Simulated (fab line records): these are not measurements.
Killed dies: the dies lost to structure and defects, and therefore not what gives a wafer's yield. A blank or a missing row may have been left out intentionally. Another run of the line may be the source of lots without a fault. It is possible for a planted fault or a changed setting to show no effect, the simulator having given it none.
2 desks looking at one fault | flow sky130 | every desk sees just its own numbers, and what lay behind them comes last

## THE TOOL OWNER'S DESK: implanter-04
The tool's own readings at SKY_VT_ADJUST_NCORE_IMPLANT_09: means of the sampled wafers that have a number, for each lot that ran on this tool. Any lot whose mean is over 4 standard deviations away from the usual mean is out of limits and marked OUT; that distance is given in the brackets.
Columns: A = dose-ions-cm2 at SKY_VT_ADJUST_NCORE_IMPLANT_09, usual 2.3999e+12; B = faraday-current-uA at SKY_VT_ADJUST_NCORE_IMPLANT_09, usual 13.53
lot  | first seen here | A                    | B
L631 | day 8 10:19     | 2.3986e+12           | 13.32
L633 | day 9 06:05     | 2.3994e+12           | 13.49
L650 | day 14 02:08    | 2.6240e+12 (+80) OUT | 14.63
L651 | day 14 11:52    | 2.6253e+12 (+80) OUT | 14.68 (+4.1) OUT
This desk's finding: out of limits on L650, L651; first on L650, day 14 02:08 (dose-ions-cm2 at SKY_VT_ADJUST_NCORE_IMPLANT_09). Within limits: L631, L633.

## METROLOGY DESK
Means of the sampled wafers that have a number, per lot and without regard to the tool the lot ran on: this is what the gauges read. Any lot whose mean is over 4 standard deviations away from the usual mean is out of limits and marked OUT; that distance is given in the brackets.
Columns: A = VT_ADJUST_LVTN_01_OVL at SKY_VT_ADJUST_LVTN_OVL_MEAS_18, usual 1.4 nm
lot  | first seen here | A
L631 | day 7 13:22     | 1.9
L632 | day 7 19:00     | 1.2
L633 | day 8 08:09     | 0.5
L634 | day 8 14:10     | 2.3
L635 | day 8 19:33     | 2.2
L636 | day 9 02:07     | 0.5
L637 | day 9 11:52     | 2.0
L639 | day 10 00:49    | 0.6
L640 | day 10 09:46    | 2.7
L650 | day 13 00:15    | 1.4
L651 | day 13 09:33    | -1.0
L654 | day 14 07:21    | 3.1
Finding of this desk: none of the 12 lots has anything out of limits.

## PUT TOGETHER
At day 14 02:08, on L650, L651, the tool owner's desk was in a position to raise an alarm.
Nothing out of limits was seen by the metrology desk.
The metrology desk holds a record of L650, L651, inside its limits.
SKY_VT_ADJUST_NCORE_IMPLANT_09 was run on implanter-04 by each of the lots named.

## WHAT THE SIMULATOR HAD PUT IN
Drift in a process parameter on implanter-04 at SKY_VT_ADJUST_NCORE_IMPLANT_09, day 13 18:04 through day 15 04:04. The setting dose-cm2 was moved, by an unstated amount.
Lots struck among those shown: L650, L651.
Delay in hours, fault start to first out-of-limits reading, by desk: the tool owner's desk at 8.
